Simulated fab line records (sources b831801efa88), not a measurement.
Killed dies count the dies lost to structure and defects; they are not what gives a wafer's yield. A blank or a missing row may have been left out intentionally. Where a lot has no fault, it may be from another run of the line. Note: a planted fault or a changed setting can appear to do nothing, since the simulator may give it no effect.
The same fault as seen by 2 desks -- flow sky130 -- numbers are kept per desk, each desk with only its own; the story behind them comes last

== FROM THE METROLOGY DESK ==
Lot by lot, what the gauges showed, no matter which tool ran the lot: averages of those sampled wafers that carry a number. The brackets show how far a lot's mean lies from the usual mean; more than 4 standard deviations puts the lot out of limits, marked OUT.
Columns: A = VIA2_OVL at SKY_VIA2_OVL_MEAS_13, usual -2 nm; B = VIA2_W_RS at SKY_VIA2_RS_MEAS_22, usual 0.2733 ohm/sq
lot,first seen here,A,B
L489,day 36 18:44,8,0.2730
L490,day 37 01:59,-2,0.2724
L491,day 37 19:11,4,0.2726
L493,day 38 11:20,-6,0.2739
L494,day 38 21:23,-2,0.2709
L498,day 39 13:29,2,0.2282 (-16) OUT
L499,day 39 22:59,-3,0.2746
L500,day 40 23:44,-6,0.1827 (-32) OUT
L508,day 42 11:02,-3,0.2749
L509,day 43 04:26,-1,0.2720
Per this desk, out of limits: L498, L500; the first was L498, day 39 14:27 (VIA2_W_RS at SKY_VIA2_RS_MEAS_22). L489, L490, L491, L493, L494, L499, L508, L509: within limits.

== DESK OF THE TOOL OWNER: cvd w-01 ==
The tool's own readings at SKY_VIA2_CVD_21 (deposits W, target thk 420 nm, time 126.4 s): means of the sampled wafers that have a number, for each lot that ran on this tool. The brackets show how far a lot's mean lies from the usual mean; more than 4 standard deviations puts the lot out of limits, marked OUT.
Columns: A = heater power w at SKY_VIA2_CVD_21, usual 835 W
lot,first seen here,A
L490,day 37 03:01,811
L491,day 37 20:02,811
L493,day 38 12:08,806
L498,day 39 14:18,795
L500,day 41 00:38,820
Finding of this desk: none of the 5 lots has anything out of limits.

== PUT TOGETHER ==
On L498, L500, the metrology desk was in a position to raise an alarm at day 39 14:27.
The tool owner's desk saw nothing out of limits.
The tool owner's desk has L498, L500 on record, within its limits.
The lots listed all ran SKY_VIA2_CVD_21 on cvd w-01.

== WHAT THE SIMULATOR HAD PUT IN ==
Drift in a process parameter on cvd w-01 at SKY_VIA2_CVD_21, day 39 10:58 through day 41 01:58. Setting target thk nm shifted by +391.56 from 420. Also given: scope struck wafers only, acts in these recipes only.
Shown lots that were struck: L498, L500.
Time in hours between the start of the fault and the first out-of-limits reading at each desk: metrology desk, 3.
